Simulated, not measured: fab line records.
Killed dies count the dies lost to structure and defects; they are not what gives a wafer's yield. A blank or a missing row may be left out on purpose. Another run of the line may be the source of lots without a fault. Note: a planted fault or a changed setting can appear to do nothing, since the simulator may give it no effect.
Which tool did it? -- flow sky130 -- 36 wafers from 12 lots sampled at 2 of the route's 708 steps

WHAT THE GAUGES SHOWED, per wafer
SKY_METAL1_CD_MEAS_15: target cd 140 nm. Usual: 140.1 nm for cd nm, sd 1.5.
lot,measured,on,cd nm (nm),flag
L238,day 33 09:44,cd sem-01,144.2 142.2 142.0,
L243,day 34 16:08,cd sem-01,140.2 140.3 139.5,
L246,day 35 15:05,cd sem-02,140.4 140.7 141.9,
L247,day 36 00:08,cd sem-01,140.3 139.2 138.7,
L248,day 36 09:11,cd sem-02,143.6 142.0 140.9,
L249,day 36 14:37,cd sem-01,140.1 140.6 140.7,
L253,day 37 17:23,cd sem-02,139.7 141.6 140.9,
L254,day 38 04:45,cd sem-02,140.0 140.2 139.0,
L257,day 38 22:57,cd sem-02,137.7 137.1 137.0,
L259,day 39 12:41,cd sem-01,140.2 140.7 141.1,
L260,day 39 20:34,cd sem-01,140.1 141.1 140.8,
L261,day 40 01:29,cd sem-01,139.1 139.4 140.1,

WHAT TOOL EACH LOT RAN ON (gives the tool, then ch and the chambers of the sampled wafers, and finally the start)
lot,SKY_LI_CONTACT_CVD_21
L238,"cvd w-02 ch 0,1, day 29 19:01"
L243,"cvd w-01 ch 0,1, day 31 04:25"
L246,"cvd w-01 ch 0,1, day 32 02:05"
L247,"cvd w-01 ch 0,1, day 32 13:26"
L248,"cvd w-01 ch 0,1, day 32 22:28"
L249,"cvd w-01 ch 0,1, day 33 03:34"
L253,"cvd w-02 ch 0,1, day 34 06:53"
L254,"cvd w-01 ch 0,1, day 34 18:49"
L257,"cvd w-02 ch 0,1, day 35 13:16"
L259,"cvd w-02 ch 0,1, day 36 04:32"
L260,"cvd w-01 ch 0,1, day 36 11:55"
L261,"cvd w-02 ch 0,1, day 36 16:31"
- SKY_LI_CONTACT_CVD_21: deposits W, target thk 400 nm, time 120.56 s.

WHAT THE TOOLS THEMSELVES READ (means of the sampled wafers that have a number; where no wafer has one, the mark that the record gives instead)
SKY_LI_CONTACT_CVD_21. Usual: 822 W for heater power w, sd 83.
lot,tool,heater power w (W),flag
L238,cvd w-02,873,
L243,cvd w-01,737,
L246,cvd w-01,727,
L247,cvd w-01,737,
L248,cvd w-01,725,
L249,cvd w-01,735,
L253,cvd w-02,899,
L254,cvd w-01,737,
L257,cvd w-02,886,
L259,cvd w-02,906,
L260,cvd w-01,732,
L261,cvd w-02,902,

THE ANSWER, worked out from the rows above alone
Rule: lot off if the mean of its wafers having a number is beyond 3 standard deviations from the usual mean. A lot without any number at a reading at which 4 lots or more have one is off too. The other lots that the step has rows for count as sound. After the gauges, taken in route order, come the tools' own readings; for these a lot's mean is taken, as printed above. The first step at which some lot is off is used, and at that step the reading that is off furthest; a lot without a number counts as furthest.
No lot is off on any of the readings shown, so nothing can be concluded from this.

WHAT HAD BEEN PUT IN BY THE SIMULATOR
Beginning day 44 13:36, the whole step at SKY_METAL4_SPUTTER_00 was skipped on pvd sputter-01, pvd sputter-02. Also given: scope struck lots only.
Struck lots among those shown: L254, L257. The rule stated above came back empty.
